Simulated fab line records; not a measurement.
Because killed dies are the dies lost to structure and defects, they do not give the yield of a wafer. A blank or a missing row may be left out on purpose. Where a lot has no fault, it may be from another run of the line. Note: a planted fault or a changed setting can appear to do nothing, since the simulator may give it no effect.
Which of the tools did it? || flow gf180mcu || 42 wafers from 14 lots sampled at 3 of the route's 602 steps

## WHAT EACH GAUGE READ, for each wafer
GF_POLY_GATE_CD_MEAS_18.
{"lot": "L708", "measured": "day 9 04:10", "on": "cd-sem-02", "cd-nm (nm)": "281.2 278.2 279.4"}
{"lot": "L710", "measured": "day 9 17:40", "on": "cd-sem-01", "cd-nm (nm)": "278.0 279.3 278.9"}
{"lot": "L711", "measured": "day 9 23:24", "on": "cd-sem-01", "cd-nm (nm)": "279.9 280.1 281.2"}
{"lot": "L712", "measured": "day 10 12:40", "on": "cd-sem-02", "cd-nm (nm)": "278.7 278.4 279.1"}
{"lot": "L714", "measured": "day 11 00:36", "on": "cd-sem-01", "cd-nm (nm)": "280.9 279.4 277.9"}
{"lot": "L716", "measured": "day 11 17:53", "on": "cd-sem-01", "cd-nm (nm)": "282.6 279.5 280.7"}
{"lot": "L717", "measured": "day 12 02:09", "on": "cd-sem-02", "cd-nm (nm)": "279.9 280.2 280.6"}
{"lot": "L718", "measured": "day 12 09:13", "on": "cd-sem-01", "cd-nm (nm)": "277.6 277.5 280.4"}
{"lot": "L719", "measured": "day 12 15:16", "on": "cd-sem-01", "cd-nm (nm)": "283.8 282.1 282.2"}
{"lot": "L720", "measured": "day 12 22:43", "on": "cd-sem-02", "cd-nm (nm)": "282.0 281.2 281.1"}
{"lot": "L721", "measured": "day 13 02:12", "on": "cd-sem-01", "cd-nm (nm)": "281.0 280.7 281.4"}
{"lot": "L724", "measured": "day 14 01:43", "on": "cd-sem-02", "cd-nm (nm)": "282.1 283.2 280.5"}
{"lot": "L728", "measured": "day 15 08:12", "on": "cd-sem-02", "cd-nm (nm)": "277.1 279.1 276.8"}
{"lot": "L729", "measured": "day 15 13:14", "on": "cd-sem-01", "cd-nm (nm)": "279.6 279.8 278.5"}

GF_HV_LDD_CD_MEAS_07: target cd 400 nm.
{"lot": "L708", "measured": "day 9 22:14", "on": "cd-sem-02", "cd-nm (nm)": "399.5 400.8 400.4"}
{"lot": "L710", "measured": "day 10 10:51", "on": "cd-sem-01", "cd-nm (nm)": "398.8 397.0 396.6"}
{"lot": "L711", "measured": "day 10 17:20", "on": "cd-sem-02", "cd-nm (nm)": "401.4 402.8 401.6"}
{"lot": "L712", "measured": "day 11 06:41", "on": "cd-sem-01", "cd-nm (nm)": "399.5 401.1 401.5"}
{"lot": "L714", "measured": "day 11 18:56", "on": "cd-sem-01", "cd-nm (nm)": "405.6 404.4 404.3"}
{"lot": "L716", "measured": "day 12 12:44", "on": "cd-sem-02", "cd-nm (nm)": "399.5 399.4 399.1"}
{"lot": "L717", "measured": "day 12 21:09", "on": "cd-sem-01", "cd-nm (nm)": "402.6 402.7 402.6"}
{"lot": "L718", "measured": "day 13 05:04", "on": "cd-sem-02", "cd-nm (nm)": "400.7 400.6 400.3"}
{"lot": "L719", "measured": "day 13 10:50", "on": "cd-sem-02", "cd-nm (nm)": "399.0 397.4 399.6"}
{"lot": "L720", "measured": "day 13 18:11", "on": "cd-sem-01", "cd-nm (nm)": "396.1 398.6 400.8"}
{"lot": "L721", "measured": "day 13 21:59", "on": "cd-sem-01", "cd-nm (nm)": "398.4 399.2 400.4"}
{"lot": "L724", "measured": "day 14 22:34", "on": "cd-sem-01", "cd-nm (nm)": "402.8 404.2 404.8"}
{"lot": "L728", "measured": "day 16 05:40", "on": "cd-sem-02", "cd-nm (nm)": "397.1 397.8 399.1"}
{"lot": "L729", "measured": "day 16 10:35", "on": "cd-sem-01", "cd-nm (nm)": "400.3 399.5 399.3"}

GF_HV_LDD_OVL_MEAS_08.
{"lot": "L708", "measured": "day 9 22:22", "on": "overlay-02", "HV_LDD_OVL (nm)": "-3.7 -0.9 -3.8"}
{"lot": "L710", "measured": "day 10 10:57", "on": "overlay-02", "HV_LDD_OVL (nm)": "-3.1 -1.5 0.1"}
{"lot": "L711", "measured": "day 10 17:28", "on": "overlay-02", "HV_LDD_OVL (nm)": "-0.6 -2.3 -0.6"}
{"lot": "L712", "measured": "day 11 06:48", "on": "overlay-01", "HV_LDD_OVL (nm)": "-1.4 0.2 -1.7"}
{"lot": "L714", "measured": "day 11 19:04", "on": "overlay-01", "HV_LDD_OVL (nm)": "-2.4 -3.6 -1.1"}
{"lot": "L716", "measured": "day 12 12:49", "on": "overlay-02", "HV_LDD_OVL (nm)": "0.9 0.6 -1.7"}
{"lot": "L717", "measured": "day 12 21:15", "on": "overlay-02", "HV_LDD_OVL (nm)": "-1.2 -1.3 -0.7"}
{"lot": "L718", "measured": "day 13 05:10", "on": "overlay-01", "HV_LDD_OVL (nm)": "-0.9 0.7 2.2"}
{"lot": "L719", "measured": "day 13 10:56", "on": "overlay-01", "HV_LDD_OVL (nm)": "-3.0 -1.5 -1.6"}
{"lot": "L720", "measured": "day 13 18:18", "on": "overlay-01", "HV_LDD_OVL (nm)": "-0.6 0.6 0.3"}
{"lot": "L721", "measured": "day 13 22:07", "on": "overlay-01", "HV_LDD_OVL (nm)": "-1.5 -2.0 -1.0"}
{"lot": "L724", "measured": "day 14 22:40", "on": "overlay-02", "HV_LDD_OVL (nm)": "-1.3 -0.4 -1.7"}
{"lot": "L728", "measured": "day 16 05:47", "on": "overlay-01", "HV_LDD_OVL (nm)": "-0.6 -2.2 -0.3"}
{"lot": "L729", "measured": "day 16 10:42", "on": "overlay-02", "HV_LDD_OVL (nm)": "-4.1 -4.9 -3.1"}

## WHICH TOOL RAN EACH LOT (tool, then ch and the chambers of the sampled wafers, then the start)
The record shows no process step preceding these readings.

## WHAT THE TOOLS THEMSELVES READ (means of the sampled wafers that have a number; where no wafer has one, the mark that the record gives instead)
The record holds no such reading with a usual standard deviation.

## THE ANSWER, worked out from the rows above alone
Rule: usual is defined by the lots themselves. The widest of any qualifying gaps counts: lots, ordered by their means at a reading, are off when they make up no more than a third of the lots, leave a main group of 4 or more, and stand apart from it by 3 or more times the standard deviation of that group's means. The tables above print the reading to a certain number of digits; a main group whose means all agree to those digits is not used. Also off: a lot with no number at a reading for which 4 or more lots have one. The other lots that the step has rows for count as sound. After the gauges, taken in route order, come the tools' own readings; for these a lot's mean is taken, as printed above. At the first step where some lot is off, the reading lying furthest off is the one used; lots without a number count as furthest.
Across all readings shown, no lot is off: no conclusion can be drawn from this.

## WHAT THE SIMULATOR HAD PUT IN
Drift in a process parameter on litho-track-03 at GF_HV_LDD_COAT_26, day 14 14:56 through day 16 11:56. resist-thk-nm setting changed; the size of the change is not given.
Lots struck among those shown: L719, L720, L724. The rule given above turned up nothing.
